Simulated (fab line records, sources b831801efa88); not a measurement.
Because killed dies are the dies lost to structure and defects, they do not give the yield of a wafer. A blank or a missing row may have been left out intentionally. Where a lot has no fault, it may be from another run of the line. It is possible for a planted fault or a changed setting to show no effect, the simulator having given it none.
Matching of chambers | flow sky130 | rie-diel-01 running SKY_PASSIVATION_ETCH_11: 4 sister chambers
The step etches the open film in CF4/O2, stops on AlCu, target depth 725 nm, time 161.1 s. 8 wafers are shown with their chamber, then 7 later ones without.

WAFERS PAIRED WITH THEIR CHAMBERS
wafer  | chamber | chamber-pressure-mTorr (mTorr) | throttle-valve-pct (%)
L388.3 | 1       | 149.84                         | 5.961
L395.5 | 3       | 149.91                         | 5.969
L401.5 | 1       | 149.86                         | 5.964
L401.6 | 0       | 149.91                         | 5.962
L404.4 | 3       | 150.14                         | 5.972
L404.5 | 2       | 150.00                         | 5.944
L406.1 | 2       | 150.18                         | 5.974
L406.2 | 0       | 150.04                         | 5.964

WAFERS WITHOUT THEIR CHAMBER
wafer  | chamber-pressure-mTorr (mTorr) | throttle-valve-pct (%)
L406.4 | 150.24                         | 5.977
L408.1 | 150.26                         | 5.957
L408.4 | 150.22                         | 5.955
L408.6 | 150.19                         | 5.965
L409.2 | 150.02                         | 5.973
L409.5 | 149.72                         | 5.949
L409.6 | 149.92                         | 5.975

EACH ONE'S CHAMBER
wafer  | from the rows above               | in truth
L406.4 | can't be placed: 3 or 2 or 0 or 1 | 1
L408.1 | can't be placed: 2 or 3 or 0      | 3
L408.4 | can't be placed: 2 or 3 or 0      | 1
L408.6 | can't be placed: 2 or 3 or 0 or 1 | 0
L409.2 | can't be placed: 3 or 0 or 2 or 1 | 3
L409.5 | can't be placed: 1 or 0 or 3 or 2 | 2
L409.6 | can't be placed: 3 or 0 or 1 or 2 | 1
0 of 7 placed correctly. Cannot be placed on the basis of these rows: 7; the candidates contain the true chamber in 6. 0 placed wrongly.
How it was worked out, from the rows above alone: a wafer's distance from a chamber is the root of the sum, over the readings, of the square of ((its reading less the chamber's mean) divided by the reading's scatter). If the next closest chamber is less than 2 further off than the closest, the wafer can't be placed; otherwise it belongs to the closest. Each chamber's mean is taken over the wafers shown for it. The scatter: take each reading less its chamber's mean, square it, sum over the shown wafers, divide by the number of wafers less the number of chambers, and take the root.
